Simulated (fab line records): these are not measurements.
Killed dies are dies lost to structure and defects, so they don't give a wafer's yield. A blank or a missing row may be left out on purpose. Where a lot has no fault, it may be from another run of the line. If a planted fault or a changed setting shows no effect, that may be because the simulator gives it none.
fab line records	flow sky130
[record] lots = 11	wafers = 33	lastDay = 50
route steps=708 shown NWELL@64 VT_ADJUST_NCORE@129 PAD_OPEN@708
lots that met no fault: taken from a fault-free run of the same line
startH: start of the lot's first displayed wafer, in hours after the record's first day	waitH: hours from the lot's prior step to this one	" the same as in the row above	L1.1+2: one row covering several wafers at once	- value missing, or start not given	* or withheld: withheld	< > ~ a bound
route shown NAME@n: names a module that has steps shown in the file, with the first one's number in the route	usual: mean/standard deviation of fault-free wafers	same: alike in all rows	chamber/n: place in a boat	sites: per-site readings	_std_site: standard deviation across them	_edge_site: mean of outer sites minus mean of inner sites	radiusMm: for every site, how far away it sits from the centre of the wafer	mask NAME#n: copy n	behind: the last tool/chamber to shape the wafer	hold: why the lot was held/for how many hours/how that ended	device: whichever transistor did not switch (one of n, p or np)	end of line: the route-end tests of the same wafers	a step given without rows: its recipe and nothing more	killed: the dies lost at the first sort to structure and to defects; this is not the yield of the wafer	map: per-die view of a wafer (x killed, . not killed, _ where there is no die)
set.NAME: the setting that was run; set.NAME@STEP: the one run at that earlier step	model.NAME: the simulator's own value behind a step, which no gauge read
the route's steps for a sample of lots (tables are steps, rows are wafers)
services: the hour from which a tool's chamber was out of use, counted from the record's first day as startH (under 0 if before that day), plus the number of hours and why
[[steps]]
[step SKY_NWELL_IMPLANT_11]
[recipe] species = P	energyKev = 400	doseCm2 = 1.9e+13	tiltDeg = withheld
[usual] beamEnergyKeV = 400.01/0.12	doseIonsCm2 = 1.8993e+13/2e+10	faradayCurrentUA = 107.3/2.3
lot.wafer	tool	chamber	startH	waitH	beamEnergyKeV	doseIonsCm2	faradayCurrentUA
L119.1	implanter-01	0	114.22	0.0	400.24	1.8967e+13	108.0
L119.5	"	0	"	"	400.21	1.8962e+13	104.3
L119.6	"	0	"	"	399.82	1.8969e+13	109.7
L120.2	implanter-02	0	122.54	0.0	400.13	1.8984e+13	107.8
L120.3	"	0	"	"	400.07	1.8984e+13	109.4
L120.5	"	0	"	"	400.09	1.8972e+13	106.3
L121.1	implanter-02	0	127.09	0.0	400.08	1.8999e+13	108.6
L121.4	"	0	"	"	400.17	1.8991e+13	107.4
L121.6	"	0	"	"	399.95	1.901e+13	104.7
L122.2	implanter-02	0	127.56	0.2	399.81	2.7082e+13	157.2
L122.3	"	0	"	"	399.99	2.7074e+13	148.3
L122.6	"	0	"	"	400.01	2.7112e+13	153.6
L123.2	implanter-01	0	131.69	0.0	399.96	1.9001e+13	106.1
L123.4	"	0	"	"	400.00	1.9005e+13	107.7
L123.5	"	0	"	"	399.94	1.9009e+13	104.3
L126.1	implanter-03	0	148.19	0.0	399.98	1.8995e+13	107.2
L126.4	"	0	"	"	400.07	1.8984e+13	107.9
L126.5	"	0	"	"	399.97	1.8985e+13	113.1
L128.1	implanter-02	0	160.82	0.0	400.04	2.711e+13	151.7
L128.2	"	0	"	"	399.86	2.7102e+13	152.9
L128.4	"	0	"	"	399.97	2.71e+13	149.6
L132.2	implanter-01	0	188.79	0.0	399.98	1.9003e+13	108.3
L132.3	"	0	"	"	400.00	1.9009e+13	105.9
L132.5	"	0	"	"	399.80	1.9031e+13	106.3
L134.3	implanter-01	0	199.32	0.1	400.12	1.8992e+13	106.7
L134.4	"	0	"	"	400.01	1.8978e+13	104.8
L134.6	"	0	"	"	400.20	1.8984e+13	108.7
L137.2	implanter-02	0	218.64	0.0	400.13	1.8957e+13	101.9
L137.3	"	0	"	"	399.88	1.8942e+13	105.2
L137.6	"	0	"	"	399.87	1.8984e+13	109.2
L138.1	implanter-02	0	222.22	0.0	399.94	1.901e+13	108.2
L138.4	"	0	"	"	399.91	1.8987e+13	108.1
L138.6	"	0	"	"	399.82	1.9023e+13	107.6
[step SKY_NWELL_STRIP_14]
[recipe] chemistry = O2/N2	powerW = 1400	pressureMtorr = 1500	platenTempC = withheld	o2FlowSccm = 3000	n2FlowSccm = 300	overashFraction = 0.5
[usual] drypumpMotorCurrentA = 5.6/0.58	oesProductAu = 0.722/0.0046	stripTimeToEndpointS = 36.97/0.11
lot.wafer	tool	chamber	startH	waitH	drypumpMotorCurrentA	oesProductAu	rfHoursCounterH	stripTimeToEndpointS
L119.1	plasmaAsher-02	1	114.67	0.1	5.3	0.722	48	36.96
L119.5	"	0	"	"	5.6	0.726	-	37.00
L119.6	"	1	"	"	5.3	0.719	-	36.82
L120.2	plasmaAsher-03	0	122.96	0.1	4.7	0.732	47	37.04
L120.3	"	0	"	"	4.7	0.717	-	36.96
L120.5	"	0	"	"	4.7	0.724	-	36.89
L121.1	plasmaAsher-02	0	127.54	0.1	5.6	0.713	49	36.79
L121.4	"	0	"	"	5.6	0.724	-	36.84
L121.6	"	0	"	"	5.6	0.722	-	36.80
L123.2	plasmaAsher-04	1	132.12	0.1	6.5	0.729	1	37.01
L123.4	"	0	"	"	6.0	0.717	-	36.99
L123.5	"	1	"	"	6.5	0.718	-	36.97
L122.2	plasmaAsher-03	1	133.71	0.1	5.9	0.716	48	36.98
L122.3	"	1	"	"	5.9	0.722	-	37.02
L122.6	"	1	"	"	5.9	0.714	-	37.04
L126.1	plasmaAsher-03	0	148.64	0.1	4.7	0.721	49	36.93
L126.4	"	0	"	"	4.7	0.721	-	37.00
L126.5	"	0	"	"	4.7	0.725	-	37.03
L128.1	plasmaAsher-03	1	161.27	0.1	5.9	0.723	51	37.08
L128.2	"	0	"	"	4.7	0.720	51	36.99
L128.4	"	1	"	"	5.8	0.719	-	37.13
L132.2	plasmaAsher-03	1	189.21	0.1	5.9	0.723	53	36.97
L132.3	"	0	"	"	4.7	0.723	-	37.02
L132.5	"	0	"	"	4.7	0.722	-	36.87
L134.3	plasmaAsher-04	1	199.75	0.1	6.5	0.725	-	37.25
L134.4	"	0	"	"	6.0	0.728	-	37.19
L134.6	"	0	"	"	6.0	0.726	-	37.29
L137.2	plasmaAsher-02	1	219.07	0.1	5.3	0.723	58	36.94
L137.3	"	1	"	"	5.3	0.721	-	36.92
L137.6	"	0	"	"	5.6	0.725	-	37.03
L138.1	plasmaAsher-03	0	222.67	0.1	4.7	0.722	57	37.14
L138.4	"	0	"	"	4.7	0.731	-	37.11
L138.6	"	0	"	"	4.7	0.721	-	37.10
[step SKY_NWELL_TW_MEAS_15]
[usual] NWELL_TW = 1808/18
lot.wafer	tool	chamber	startH	waitH	NWELL_TW
L119.1	filmMetro-01	-	114.77	0.1	1800
L119.5	"	-	"	"	1809
L119.6	"	-	"	"	1805
L120.2	filmMetro-01	-	123.07	0.1	1781
L120.3	"	-	"	"	1776
L120.5	"	-	"	"	1780
L121.1	filmMetro-04	-	127.64	0.1	1799
L121.4	"	-	"	"	1807
L121.6	"	-	"	"	1808
L123.2	filmMetro-01	-	132.23	0.1	1784
L123.4	"	-	"	"	1788
L123.5	"	-	"	"	1782
L122.2	filmMetro-04	-	133.82	0.1	2008
L122.3	"	-	"	"	2008
L122.6	"	-	"	"	2006
L126.1	filmMetro-01	-	148.74	0.1	1800
L126.4	"	-	"	"	1798
L126.5	"	-	"	"	1792
L128.1	filmMetro-02	-	161.37	0.1	2058
L128.2	"	-	"	"	2048
L128.4	"	-	"	"	2049
L132.2	filmMetro-04	-	189.34	0.1	1809
L132.3	"	-	"	"	1820
L132.5	"	-	"	"	1819
L134.3	filmMetro-02	-	199.84	0.1	1814
L134.4	"	-	"	"	1816
L134.6	"	-	"	"	1815
L137.2	filmMetro-01	-	219.18	0.1	1779
L137.3	"	-	"	"	1789
L137.6	"	-	"	"	1789
L138.1	filmMetro-02	-	222.77	0.1	1827
L138.4	"	-	"	"	1823
L138.6	"	-	"	"	1843
[step SKY_NWELL_RS_MEAS_29]
[recipe] thkMeasGauge = four-point-probe
[usual] NWELL_RS = 624.5/1.7
lot.wafer	tool	chamber	startH	waitH	NWELL_RS[ohm/sq]
L119.1	filmMetro-02	-	134.67	0.1	622.9
L119.5	"	-	"	"	622.2
L119.6	"	-	"	"	621.8
L120.2	filmMetro-04	-	142.92	0.2	628.0
L120.3	"	-	"	"	625.9
L120.5	"	-	"	"	626.6
L121.1	filmMetro-01	-	146.49	0.1	625.3
L121.4	"	-	"	"	626.4
L121.6	"	-	"	"	626.3
L123.2	filmMetro-01	-	151.05	0.1	623.2
L123.4	"	-	"	"	625.8
L123.5	"	-	"	"	624.6
L122.2	filmMetro-04	-	153.29	0.2	516.7
L122.3	"	-	"	"	517.2
L122.6	"	-	"	"	515.7
L126.1	filmMetro-04	-	168.77	0.1	623.1
L126.4	"	-	"	"	620.6
L126.5	"	-	"	"	623.3
L128.1	filmMetro-01	-	182.00	0.1	517.3
L128.2	"	-	"	"	517.4
L128.4	"	-	"	"	517.0
L132.2	filmMetro-04	-	211.05	0.1	624.3
L132.3	"	-	"	"	623.4
L132.5	"	-	"	"	623.6
L134.3	filmMetro-04	-	222.37	0.1	625.4
L134.4	"	-	"	"	625.1
L134.6	"	-	"	"	625.9
L137.2	filmMetro-04	-	242.40	0.1	623.4
L137.3	"	-	"	"	625.8
L137.6	"	-	"	"	623.6
L138.1	filmMetro-02	-	245.75	0.1	624.5
L138.4	"	-	"	"	625.0
L138.6	"	-	"	"	624.1
[step SKY_VT_ADJUST_NCORE_STRIP_10]
[recipe] chemistry = O2/N2	powerW = 1400	pressureMtorr = 1500	platenTempC = withheld	o2FlowSccm = 3000	n2FlowSccm = 300	overashFraction = 0.5
[usual] drypumpMotorCurrentA = 5.8/0.56	oesProductAu = 0.715/0.0047	stripTimeToEndpointS = 14.18/0.043
lot.wafer	tool	chamber	startH	waitH	drypumpMotorCurrentA	oesProductAu	rfHoursCounterH	stripTimeToEndpointS
L119.1	plasmaAsher-03	0	217.58	0.1	4.7	0.719	56	14.11
L119.5	"	1	"	"	5.8	0.710	-	14.20
L119.6	"	0	"	"	4.7	0.719	-	14.20
L120.2	plasmaAsher-01	0	227.41	0.1	6.0	0.720	41	14.23
L120.3	"	0	"	"	6.0	0.717	-	14.20
L120.5	"	0	"	"	6.0	0.713	-	14.17
L121.1	plasmaAsher-04	0	231.44	0.1	6.0	0.711	11	14.20
L121.4	"	0	"	"	6.0	0.724	-	14.17
L121.6	"	1	"	"	6.5	0.722	-	14.15
L123.2	plasmaAsher-01	0	237.66	0.1	6.0	0.718	42	14.16
L123.4	"	0	"	"	6.0	0.713	-	14.21
L123.5	"	0	"	"	6.0	0.711	-	14.20
L122.2	plasmaAsher-03	0	239.74	0.1	4.7	0.709	58	14.16
L122.3	"	1	"	"	5.9	0.723	-	14.12
L122.6	"	1	"	"	5.9	0.712	-	14.15
L126.1	plasmaAsher-01	1	258.28	0.1	5.3	0.716	44	14.21
L126.4	"	1	"	"	5.3	0.721	-	14.22
L126.5	"	1	"	"	5.3	0.710	-	14.23
L128.1	plasmaAsher-03	1	273.11	0.1	5.9	0.714	62	14.14
L128.2	"	0	"	"	4.7	0.721	62	14.14
L128.4	"	1	"	"	5.9	0.710	-	14.14
L132.2	plasmaAsher-04	0	305.69	0.1	6.0	0.720	19	14.12
L132.3	"	0	"	"	6.0	0.713	-	14.19
L132.5	"	0	"	"	6.0	0.720	-	14.16
L134.3	plasmaAsher-04	0	318.26	0.1	6.0	0.719	-	14.11
L134.4	"	1	"	"	6.4	0.718	-	14.14
L134.6	"	1	"	"	6.5	0.713	-	14.08
L137.2	plasmaAsher-03	0	341.21	0.2	4.7	0.720	70	14.24
L137.3	"	0	"	"	4.7	0.724	-	14.24
L137.6	"	1	"	"	5.9	0.718	-	14.20
L138.1	plasmaAsher-04	0	344.25	0.1	6.0	0.719	23	14.20
L138.4	"	0	"	"	6.0	0.717	-	14.15
L138.6	"	0	"	"	6.0	0.725	-	14.13
[step SKY_VT_ADJUST_NCORE_TW_MEAS_11]
[usual] VT_ADJUST_NCORE_TW = 217.7/2.5
lot.wafer	tool	chamber	startH	waitH	VT_ADJUST_NCORE_TW
L119.1	filmMetro-03	-	217.68	0.1	213.3
L119.5	"	-	"	"	214.1
L119.6	"	-	"	"	214.9
L120.2	filmMetro-04	-	227.52	0.1	217.3
L120.3	"	-	"	"	217.2
L120.5	"	-	"	"	217.3
L121.1	filmMetro-03	-	231.54	0.1	215.4
L121.4	"	-	"	"	214.9
L121.6	"	-	"	"	215.1
L123.2	filmMetro-02	-	237.77	0.1	221.3
L123.4	"	-	"	"	219.5
L123.5	"	-	"	"	221.3
L122.2	filmMetro-02	-	239.85	0.1	220.5
L122.3	"	-	"	"	220.7
L122.6	"	-	"	"	219.7
L126.1	filmMetro-04	-	258.38	0.1	217.6
L126.4	"	-	"	"	216.8
L126.5	"	-	"	"	217.7
L128.1	filmMetro-04	-	273.21	0.1	217.6
L128.2	"	-	"	"	217.5
L128.4	"	-	"	"	217.6
L132.2	filmMetro-04	-	305.80	0.1	216.2
L132.3	"	-	"	"	216.0
L132.5	"	-	"	"	216.3
L134.3	filmMetro-04	-	318.35	0.1	218.5
L134.4	"	-	"	"	217.6
L134.6	"	-	"	"	217.8
L137.2	filmMetro-04	-	341.32	0.1	215.7
L137.3	"	-	"	"	217.3
L137.6	"	-	"	"	216.9
L138.1	filmMetro-02	-	344.35	0.1	221.8
L138.4	"	-	"	"	222.9
L138.6	"	-	"	"	222.9
[step SKY_PAD_OPEN_PROBE_99]
[usual] killed_at_M0_to_M3 = 43/6.5	killed_at_M4_up = 3.3/2	killedAtContacts = 24/5.2	killedAtFrontEnd = 16/4.2	killedAtOther = 0.3/0.6	killedDies = 87/9.3	killedOnRim = 18/4.2	killedOpen = 47/7.8	killedShort = 39/6.2
[same] grossDies = 492	killedAtBackSide = 0
lot.wafer	tool	chamber	startH	waitH	killed_at_M0_to_M3	killed_at_M4_up	killedAtContacts	killedAtFrontEnd	killedAtOther	killedDies	killedOnRim	killedOpen	killedShort
L119.1	prober-02	-	1105.58	0.1	47	1	26	19	1	94	27	47	46
L119.5	prober-02	-	1105.78	0.2	39	1	20	16	0	76	14	41	35
L119.6	prober-02	-	1105.83	0.2	50	3	28	11	0	92	21	41	51
L121.1	prober-02	-	1111.55	0.1	37	3	29	21	1	91	17	55	36
L121.4	prober-02	-	1111.70	0.2	34	2	23	26	1	86	14	39	47
L121.6	prober-02	-	1111.80	0.2	35	4	27	16	0	82	15	47	35
L120.2	prober-01	-	1112.85	0.1	45	1	29	10	0	85	11	47	38
L120.3	prober-01	-	1112.90	0.2	38	4	24	21	0	87	15	49	36
L120.5	prober-01	-	1113.00	0.2	46	3	24	12	0	85	15	56	29
L122.2	prober-02	-	1118.68	0.1	50	3	34	10	0	97	21	59	38
L122.3	prober-02	-	1118.73	0.2	47	4	23	6	0	80	19	38	42
L122.6	prober-02	-	1118.88	0.2	44	7	24	11	0	86	20	44	41
L123.2	prober-01	-	1121.39	0.1	43	3	32	10	0	88	19	47	41
L123.4	prober-01	-	1121.49	0.2	40	1	23	20	1	85	14	44	41
L123.5	prober-01	-	1121.54	0.2	35	3	22	11	0	71	15	47	24
L126.1	prober-02	-	1138.59	0.1	32	4	19	18	1	74	16	40	31
L126.4	prober-02	-	1138.74	0.2	34	3	24	13	0	74	14	40	33
L126.5	prober-02	-	1138.79	0.2	50	4	17	23	2	96	19	42	53
L128.1	prober-01	-	1144.40	0.1	38	2	29	23	1	93	19	50	43
L128.2	prober-01	-	1144.45	0.1	46	3	33	20	0	102	18	69	33
L128.4	prober-01	-	1144.55	0.2	48	1	31	15	1	96	19	51	45
L132.2	prober-02	-	1177.57	0.1	44	5	15	13	1	78	21	37	39
L132.3	prober-02	-	1177.62	0.2	45	2	26	17	0	90	15	48	41
L132.5	prober-02	-	1177.72	0.2	36	3	21	21	0	81	25	49	32
L134.3	prober-02	-	1180.50	0.2	44	4	18	15	0	81	15	33	45
L134.4	prober-02	-	1180.55	0.2	33	4	23	18	0	78	17	43	35
L134.6	prober-02	-	1180.65	0.2	39	7	26	10	1	83	17	42	41
// killed by level:class
L119.1 VIA1:geometricParticle:open=14 CONTACT:geometricParticle:short=8 METAL2:geometricParticle:short=8 VIA2:geometricParticle:open=6 FIELD_ISO:geometricParticle:open=5 POLY_GATE:geometricParticle:short=5 LI_CONTACT:geometricParticle:open=5 CONTACT:geometricParticle:open=5
L119.5 VIA1:geometricParticle:open=9 CONTACT:geometricParticle:open=7 LI_CONTACT:geometricParticle:open=6 METAL2:geometricParticle:short=6 POLY_GATE:geometricParticle:open=5 VIA1:geometricParticle:short=5 FIELD_ISO:geometricParticle:open=4 CONTACT:geometricParticle:short=4
L119.6 CONTACT:geometricParticle:open=11 METAL2:geometricParticle:short=9 VIA1:geometricParticle:open=8 CONTACT:geometricParticle:short=7 LI_CONTACT:geometricParticle:short=5 LI_CONTACT:geometricParticle:open=5 VIA2:geometricParticle:short=5 METAL3:geometricParticle:short=5
L121.1 VIA2:geometricParticle:open=9 POLY_GATE:geometricParticle:open=8 LI_CONTACT:geometricParticle:open=8 CONTACT:geometricParticle:open=8 VIA1:geometricParticle:open=8 LI_CONTACT:geometricParticle:short=5 LOCAL_INTERCONNECT:geometricParticle:short=5 METAL2:geometricParticle:short=5
L121.4 FIELD_ISO:geometricParticle:open=7 FIELD_ISO:geometricParticle:short=7 LOCAL_INTERCONNECT:geometricParticle:short=7 METAL2:geometricParticle:short=7 CONTACT:geometricParticle:short=6 CONTACT:geometricParticle:open=6 VIA3:geometricParticle:open=6 VIA2:geometricParticle:open=5
L121.6 VIA2:geometricParticle:open=11 CONTACT:geometricParticle:open=9 FIELD_ISO:geometricParticle:short=6 LI_CONTACT:geometricParticle:open=6 VIA1:geometricParticle:open=6 LOCAL_INTERCONNECT:geometricParticle:short=5 CONTACT:geometricParticle:short=5 VIA3:geometricParticle:open=5
L120.2 VIA1:geometricParticle:open=13 LI_CONTACT:geometricParticle:open=10 CONTACT:geometricParticle:open=8 METAL3:geometricParticle:short=6 VIA1:geometricParticle:short=5 LOCAL_INTERCONNECT:geometricParticle:short=5 METAL1:geometricParticle:short=5 METAL2:geometricParticle:short=4
L120.3 VIA1:geometricParticle:open=13 LI_CONTACT:geometricParticle:open=8 CONTACT:geometricParticle:open=8 FIELD_ISO:geometricParticle:open=7 VIA1:geometricParticle:short=5 METAL2:geometricParticle:short=5 FIELD_ISO:geometricParticle:short=4 VIA2:geometricParticle:open=4
L120.5 VIA2:geometricParticle:open=10 LI_CONTACT:geometricParticle:open=9 VIA1:geometricParticle:open=9 VIA3:geometricParticle:open=8 CONTACT:geometricParticle:open=6 CONTACT:geometricParticle:short=4 METAL1:geometricParticle:short=4 METAL2:geometricParticle:short=4
L122.2 CONTACT:geometricParticle:open=13 VIA1:geometricParticle:open=12 VIA3:geometricParticle:open=8 VIA2:geometricParticle:open=7 LOCAL_INTERCONNECT:geometricParticle:short=6 VIA2:geometricParticle:short=6 LI_CONTACT:geometricParticle:open=6 CONTACT:geometricParticle:short=5
L122.3 VIA1:geometricParticle:open=10 CONTACT:geometricParticle:open=8 METAL1:geometricParticle:short=7 VIA2:geometricParticle:open=6 CONTACT:geometricParticle:short=5 LI_CONTACT:geometricParticle:open=5 METAL2:geometricParticle:short=5 VIA3:geometricParticle:open=5
L122.6 CONTACT:geometricParticle:open=11 VIA1:geometricParticle:open=9 VIA2:geometricParticle:open=7 CONTACT:geometricParticle:short=7 METAL2:geometricParticle:short=6 POLY_GATE:geometricParticle:short=5 METAL1:geometricParticle:short=5 METAL4:geometricParticle:short=5
L123.2 CONTACT:geometricParticle:open=10 VIA2:geometricParticle:open=10 VIA1:geometricParticle:open=8 LI_CONTACT:geometricParticle:open=6 CONTACT:geometricParticle:short=6 VIA1:geometricParticle:short=6 FIELD_ISO:geometricParticle:open=5 METAL1:geometricParticle:short=5
L123.4 VIA1:geometricParticle:open=11 CONTACT:geometricParticle:open=9 FIELD_ISO:geometricParticle:short=6 LI_CONTACT:geometricParticle:open=6 CONTACT:geometricParticle:short=5 METAL2:geometricParticle:short=5 POLY_GATE:geometricParticle:short=4 VIA1:geometricParticle:short=4
L123.5 LI_CONTACT:geometricParticle:open=8 VIA1:geometricParticle:open=8 CONTACT:geometricParticle:open=6 VIA3:geometricParticle:open=6 CONTACT:geometricParticle:short=5 METAL2:geometricParticle:open=5 POLY_GATE:geometricParticle:open=4 VIA2:geometricParticle:open=4
L126.1 CONTACT:geometricParticle:open=7 VIA2:geometricParticle:open=6 LI_CONTACT:geometricParticle:open=6 METAL1:geometricParticle:short=5 VIA1:geometricParticle:open=5 FIELD_ISO:geometricParticle:short=4 VIA1:geometricParticle:short=4 LOCAL_INTERCONNECT:geometricParticle:short=4
L126.4 VIA1:geometricParticle:open=12 CONTACT:geometricParticle:open=11 METAL1:geometricParticle:short=8 POLY_GATE:geometricParticle:short=6 LI_CONTACT:geometricParticle:open=4 CONTACT:geometricParticle:short=4 VIA3:geometricParticle:open=4 LOCAL_INTERCONNECT:geometricParticle:short=3
L126.5 METAL1:geometricParticle:short=12 VIA2:geometricParticle:open=9 VIA1:geometricParticle:open=8 METAL2:geometricParticle:short=8 CONTACT:geometricParticle:open=6 VIA3:geometricParticle:open=5 POLY_GATE:geometricParticle:short=5 LOCAL_INTERCONNECT:geometricParticle:short=5
L128.1 VIA1:geometricParticle:open=9 CONTACT:geometricParticle:open=9 VIA2:geometricParticle:open=8 VIA3:geometricParticle:open=8 FIELD_ISO:geometricParticle:open=7 CONTACT:geometricParticle:short=7 LI_CONTACT:geometricParticle:open=6 LOCAL_INTERCONNECT:geometricParticle:short=6
L128.2 VIA1:geometricParticle:open=16 CONTACT:geometricParticle:open=13 LI_CONTACT:geometricParticle:open=10 POLY_GATE:geometricParticle:open=7 FIELD_ISO:geometricParticle:short=6 VIA3:geometricParticle:open=6 VIA2:geometricParticle:open=6 CONTACT:geometricParticle:short=5
L128.4 VIA1:geometricParticle:open=12 CONTACT:geometricParticle:open=10 LI_CONTACT:geometricParticle:open=9 VIA2:geometricParticle:open=7 CONTACT:geometricParticle:short=6 VIA1:geometricParticle:short=6 METAL2:geometricParticle:short=6 VIA2:geometricParticle:short=5
L132.2 VIA1:geometricParticle:open=16 METAL1:geometricParticle:short=8 CONTACT:geometricParticle:open=6 CONTACT:geometricParticle:short=5 VIA3:geometricParticle:open=5 POLY_GATE:geometricParticle:short=4 METAL4:geometricParticle:short=4 FIELD_ISO:geometricParticle:short=3
L132.3 CONTACT:geometricParticle:open=12 METAL2:geometricParticle:short=8 FIELD_ISO:geometricParticle:open=7 LI_CONTACT:geometricParticle:open=7 METAL1:geometricParticle:short=7 VIA1:geometricParticle:short=5 VIA1:geometricParticle:open=5 VIA2:geometricParticle:open=5
L132.5 CONTACT:geometricParticle:open=10 VIA3:geometricParticle:open=8 VIA1:geometricParticle:open=7 FIELD_ISO:geometricParticle:open=6 POLY_GATE:geometricParticle:open=6 LI_CONTACT:geometricParticle:open=6 METAL2:geometricParticle:short=6 METAL1:geometricParticle:short=5
L134.3 LI_CONTACT:geometricParticle:open=7 METAL1:geometricParticle:short=7 VIA1:geometricParticle:open=7 METAL2:geometricParticle:short=6 POLY_GATE:geometricParticle:short=5 CONTACT:geometricParticle:open=5 VIA1:geometricParticle:short=5 VIA3:geometricParticle:short=5
L134.4 CONTACT:geometricParticle:open=7 VIA2:geometricParticle:open=7 FIELD_ISO:geometricParticle:open=6 VIA1:geometricParticle:open=6 VIA3:geometricParticle:open=6 LOCAL_INTERCONNECT:geometricParticle:short=5 FIELD_ISO:geometricParticle:short=4 LI_CONTACT:geometricParticle:short=4
L134.6 VIA1:geometricParticle:open=12 CONTACT:geometricParticle:open=11 LOCAL_INTERCONNECT:geometricParticle:short=6 METAL2:geometricParticle:short=6 METAL4:geometricParticle:short=6 LI_CONTACT:geometricParticle:open=5 METAL1:geometricParticle:short=5 VIA1:geometricParticle:short=4
[[services]]
tool	chamber	startH	hours	kind
plasmaAsher-04	-	108.75	9.0	pm
plasmaAsher-04	0	108.75	9.0	ventCycle
plasmaAsher-04	1	108.75	9.0	ventCycle
implanter-03	-	112.35	16.8	pm
implanter-02	-	112.77	1.6	repair
plasmaAsher-04	0	117.75	-	clean
plasmaAsher-04	1	117.75	-	clean
implanter-01	-	127.22	3.5	pm
plasmaAsher-03	-	145.03	2.8	pm
plasmaAsher-02	-	168.98	0.7	repair
implanter-03	-	178.96	5.4	repair
plasmaAsher-04	-	203.15	1.4	repair
plasmaAsher-01	-	221.84	5.4	repair
implanter-02	-	230.42	0.7	repair
implanter-03	-	248.83	6.2	repair
implanter-02	-	263.12	2.7	pm
implanter-01	-	284.41	6.4	pm
plasmaAsher-01	-	292.93	46.3	repair
implanter-02	-	313.90	2.5	repair
plasmaAsher-02	-	318.86	2.8	repair
plasmaAsher-04	-	320.73	2.9	repair
implanter-02	-	335.28	4.2	repair
implanter-02	-	343.05	2.6	repair
[[key]]
[firstSign] step = SKY_NWELL_IMPLANT_11	reading = doseIonsCm2	direction = up	sigmas = 99+	usual = *	struck = *
[effect] step = SKY_NWELL_IMPLANT_11	reading = faradayCurrentUA	direction = up	sigmas = 19	usual = 107.3	struck = 152.2
[effect] step = SKY_NWELL_TW_MEAS_15	reading = NWELL_TW	direction = up	sigmas = 12	usual = 1808	struck = 2030
[effect] step = SKY_NWELL_RS_MEAS_29	reading = NWELL_RS	direction = down	sigmas = 65	usual = 624.5	struck = 516.9
metAt SKY_NWELL_IMPLANT_11
struckLots L122,L128
testerLeftOut L122,L128
notActingAt SKY_NWELL_STRIP_14,SKY_VT_ADJUST_NCORE_STRIP_10,SKY_VT_ADJUST_NCORE_TW_MEAS_11
onsetBetween 127.09 127.56
[fault] kind = processParameterDrift	tool = implanter-02	chamber = -	onsetH = 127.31	steps = SKY_NWELL_IMPLANT_11	channel = doseCm2	offset = *	shape = step	endH = 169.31	actsIn = *	stated = *
// testerLeftOut: of these lots the tester's yield and bins aren't shown, on N5 and GAA mostly nor the transistor test; their killed dies are dies lost to structure and defects alone, not to doping, threshold or leakage, so they don't give the yield
